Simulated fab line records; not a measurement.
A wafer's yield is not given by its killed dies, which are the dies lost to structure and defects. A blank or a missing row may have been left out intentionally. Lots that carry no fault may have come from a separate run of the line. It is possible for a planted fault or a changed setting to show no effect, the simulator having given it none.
Which tool did it? | flow sky130 | Sampling: 9 lots, 27 wafers, 6 of 708 route steps

== WHAT THE GAUGES READ, wafer by wafer ==
SKY_CAP2M_RS_MEAS_03: a four-point-probe measurement.
lot  | measured     | on            | CAP2M_TIN_RS (ohm/sq)
L910 | day 40 02:26 | film metro-02 | 6.85 6.94 6.98
L911 | day 40 09:35 | film metro-04 | 6.85 6.92 6.84
L917 | day 41 22:50 | film metro-04 | 6.85 6.91 6.84
L919 | day 42 17:17 | film metro-01 | 6.90 6.96 6.92
L922 | day 43 15:43 | film metro-02 | 6.85 6.78 6.91
L923 | day 43 22:58 | film metro-04 | 6.86 6.85 6.86
L927 | day 44 20:51 | film metro-01 | 7.01 7.01 7.02
L931 | day 45 19:01 | film metro-01 | 8.86 8.82 8.84
L932 | day 45 23:35 | film metro-02 | 8.80 8.85 8.67

SKY_CAP2M_THK_MEAS_04: measures by xrf.
lot  | measured     | on            | CAP2M_TIN_THK (nm)
L910 | day 40 02:33 | film metro-02 | 203.7 201.0 200.5
L911 | day 40 09:41 | film metro-04 | 203.7 201.3 204.4
L917 | day 41 22:58 | film metro-04 | 205.2 202.8 203.8
L919 | day 42 17:25 | film metro-01 | 201.6 201.4 202.1
L922 | day 43 15:50 | film metro-02 | 203.9 206.6 202.6
L923 | day 43 23:04 | film metro-04 | 205.2 203.3 204.2
L927 | day 44 20:58 | film metro-01 | 200.2 200.6 200.7
L931 | day 45 19:07 | film metro-01 | 159.3 160.0 159.1
L932 | day 45 23:41 | film metro-02 | 159.9 158.7 161.5

== WHAT TOOL EACH LOT RAN ON (gives the tool, then ch and the chambers of the sampled wafers, and finally the start) ==
lot  | SKY_METAL2_SPUTTER_03        | SKY_VIA3_CMP_24               | SKY_METAL4_SPUTTER_00        | SKY_CAP2M_SPUTTER_02
L910 | pvd sputter-02, day 34 09:22 | cmp-01 ch 0,2,3, day 40 01:49 | pvd sputter-04, day 40 02:04 | pvd sputter-03, day 40 02:19
L911 | pvd sputter-02, day 34 15:03 | cmp-01 ch 1,2, day 40 08:58   | pvd sputter-02, day 40 09:13 | pvd sputter-03, day 40 09:27
L917 | pvd sputter-02, day 36 10:59 | cmp-02 ch 0,2,3, day 41 22:11 | pvd sputter-02, day 41 22:29 | pvd sputter-01, day 41 22:44
L919 | pvd sputter-01, day 37 06:48 | cmp-02 ch 1,2, day 42 16:39   | pvd sputter-04, day 42 16:57 | pvd sputter-02, day 42 17:11
L922 | pvd sputter-02, day 38 06:34 | cmp-02 ch 0,1,3, day 43 15:07 | pvd sputter-02, day 43 15:22 | pvd sputter-01, day 43 15:36
L923 | pvd sputter-04, day 38 12:54 | cmp-02 ch 0,1,3, day 43 22:25 | pvd sputter-02, day 43 22:34 | pvd sputter-03, day 43 22:48
L927 | pvd sputter-02, day 39 13:46 | cmp-02 ch 1,2,3, day 44 20:11 | pvd sputter-04, day 44 20:29 | pvd sputter-03, day 44 20:43
L931 | pvd sputter-04, day 40 17:39 | cmp-02 ch 1,2,3, day 45 18:27 | pvd sputter-02, day 45 18:39 | pvd sputter-03, day 45 18:53
L932 | pvd sputter-02, day 40 21:05 | cmp-01 ch 0,1,2, day 45 23:00 | pvd sputter-02, day 45 23:12 | pvd sputter-03, day 45 23:26
- SKY_METAL2_SPUTTER_03: material Ti, target thk 5 nm, time 3.3 s.
- SKY_VIA3_CMP_24: polishes, stops on SiO2, t overpolish 20 s, target thk 0 nm.
- SKY_METAL4_SPUTTER_00: material Ti, target thk 15 nm, time 10 s.
- SKY_CAP2M_SPUTTER_02: material TiN, target thk 200 nm, time 166.7 s.

== WHAT THE TOOLS THEMSELVES READ (means of the sampled wafers that have a number; where no wafer has one, the mark that the record gives instead) ==
SKY_METAL2_SPUTTER_03.
lot  | tool           | cathode dc power W (W) | throttle valve pct (%)
L910 | pvd sputter-02 | 2999.8                 | 29.5
L911 | pvd sputter-02 | 3000.2                 | 30.9
L917 | pvd sputter-02 | 2999.6                 | 30.3
L919 | pvd sputter-01 | 3000.6                 | 30.4
L922 | pvd sputter-02 | 2999.9                 | 30.2
L923 | pvd sputter-04 | 3000.0                 | 29.5
L927 | pvd sputter-02 | 3000.3                 | 30.1
L931 | pvd sputter-04 | 3000.3                 | 29.3
L932 | pvd sputter-02 | 3000.6                 | 30.3

SKY_VIA3_CMP_24.
lot  | tool   | motor current A (A) | overpolish run s (s) | time to endpoint s (s)
L910 | cmp-01 | 11.2                | 19.998               | 96
L911 | cmp-01 | 10.9                | 19.993               | 91
L917 | cmp-02 | 11.3                | 19.994               | 95
L919 | cmp-02 | 10.8                | 20.007               | 92
L922 | cmp-02 | 10.8                | 19.996               | 90
L923 | cmp-02 | 10.8                | 19.998               | 90
L927 | cmp-02 | 10.2                | 20.008               | 91
L931 | cmp-02 | 10.4                | 20.009               | 91
L932 | cmp-01 | 11.3                | 19.996               | 90

SKY_METAL4_SPUTTER_00.
lot  | tool           | cathode dc power W (W) | throttle valve pct (%)
L910 | pvd sputter-04 | 3000.2                 | 29.5
L911 | pvd sputter-02 | 2999.9                 | 30.3
L917 | pvd sputter-02 | 3000.0                 | 29.9
L919 | pvd sputter-04 | 2999.8                 | 29.5
L922 | pvd sputter-02 | 3000.1                 | 29.2
L923 | pvd sputter-02 | 2999.9                 | 30.1
L927 | pvd sputter-04 | 3000.8                 | 29.7
L931 | pvd sputter-02 | 2999.5                 | 30.4
L932 | pvd sputter-02 | 2999.5                 | 29.6

SKY_CAP2M_SPUTTER_02.
lot  | tool           | cathode dc power W (W) | throttle valve pct (%)
L910 | pvd sputter-03 | 6498.6                 | 29.6
L911 | pvd sputter-03 | 6500.0                 | 29.7
L917 | pvd sputter-01 | 6499.7                 | 29.8
L919 | pvd sputter-02 | 6499.6                 | 30.9
L922 | pvd sputter-01 | 6499.8                 | 29.5
L923 | pvd sputter-03 | 6500.7                 | 30.0
L927 | pvd sputter-03 | 6499.8                 | 29.7
L931 | pvd sputter-03 | 5113.3                 | 30.0
L932 | pvd sputter-03 | 5113.6                 | 29.9

== THE ANSWER, worked out from the rows above alone ==
Rule: the usual values come from the lots themselves. The widest of any qualifying gaps counts: lots, ordered by their means at a reading, are off when they make up no more than a third of the lots, leave a main group of 4 or more, and stand apart from it by 3 or more times the standard deviation of that group's means. A main group is skipped when, at the precision printed for the reading in the tables above, its means are all equal. Also off: a lot with no number at a reading for which 4 or more lots have one. Any other lot the step has rows for is counted as sound. First the gauges in route order, then the tools' own readings, where a lot's mean is used as printed above. At the first step where some lot is off, the reading lying furthest off is the one used; lots without a number count as furthest.
Off: at SKY_CAP2M_RS_MEAS_03 (CAP2M_TIN_RS), L931, L932. Main group: mean 6.90 ohm/sq, sd 0.055.
If a tool, at a process step before that reading, ran all the lots that are off and no sound lot after the first of them, it fits. The gauges at SKY_CAP2M_RS_MEAS_03 aren't tried: what is off there is off at SKY_CAP2M_SPUTTER_02 too, on other tools, and a gauge's error can't cause that. Can't be told from this: 2 tools fit, pvd sputter-02 at SKY_METAL4_SPUTTER_00, pvd sputter-03 at SKY_CAP2M_SPUTTER_02.

== WHAT HAD BEEN PUT IN BY THE SIMULATOR ==
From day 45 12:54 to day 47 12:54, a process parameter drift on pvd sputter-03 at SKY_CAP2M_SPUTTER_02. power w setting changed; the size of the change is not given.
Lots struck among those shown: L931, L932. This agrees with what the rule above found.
